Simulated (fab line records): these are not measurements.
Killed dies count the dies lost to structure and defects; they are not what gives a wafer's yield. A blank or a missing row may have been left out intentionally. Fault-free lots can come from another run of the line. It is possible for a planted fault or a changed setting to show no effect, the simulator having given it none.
Chamber matching / flow sky130 / cmp-02 running SKY_LI_CONTACT_CMP_24: 4 sister chambers
The step polishes, stops on PSG, t overpolish 20 s, target thk 0 nm. 4 wafers are shown with their chamber, then 8 later ones without.

WAFERS, EACH WITH ITS CHAMBER
wafer=L995.6; chamber=0; motor_current_A (A)=10.2
wafer=L996.3; chamber=2; motor_current_A (A)=8.7
wafer=L996.6; chamber=3; motor_current_A (A)=10.3
wafer=L997.2; chamber=1; motor_current_A (A)=10.6

WAFERS MISSING THEIR CHAMBER
wafer=L997.3; motor_current_A (A)=9.3
wafer=L997.5; motor_current_A (A)=8.9
wafer=L999.2; motor_current_A (A)=8.9
wafer=L999.4; motor_current_A (A)=10.4
wafer=L999.6; motor_current_A (A)=9.4
wafer=L101.1; motor_current_A (A)=10.4
wafer=L101.4; motor_current_A (A)=9.9
wafer=L101.5; motor_current_A (A)=10.2

WHICH CHAMBER EACH WENT THROUGH
wafer=L997.3; from the rows above=can't be placed: 2 or 0 or 3 or 1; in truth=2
wafer=L997.5; from the rows above=2; in truth=2
wafer=L999.2; from the rows above=2; in truth=2
wafer=L999.4; from the rows above=can't be placed: 3 or 1 or 0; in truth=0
wafer=L999.6; from the rows above=can't be placed: 2 or 0 or 3 or 1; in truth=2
wafer=L101.1; from the rows above=can't be placed: 3 or 1 or 0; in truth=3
wafer=L101.4; from the rows above=can't be placed: 0 or 3 or 1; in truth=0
wafer=L101.5; from the rows above=can't be placed: 0 or 3 or 1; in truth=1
Correct placement for 2 of the 8. Unplaceable from these rows: 6, with the true chamber sitting among the candidates in 6. Number placed wrongly: 0.
How it was worked out, from the rows above alone: a wafer's distance from a chamber is the root of the sum, over the readings, of the square of ((its reading less the chamber's mean) divided by the reading's scatter). The wafer belongs to the nearest chamber; if the next one is less than 2 further off, it can't be placed. Each chamber's mean is taken over the wafers shown for it. The scatter: with one shown wafer a chamber, the root of the mean of the squares of how far each hidden wafer lies from its nearest shown one.
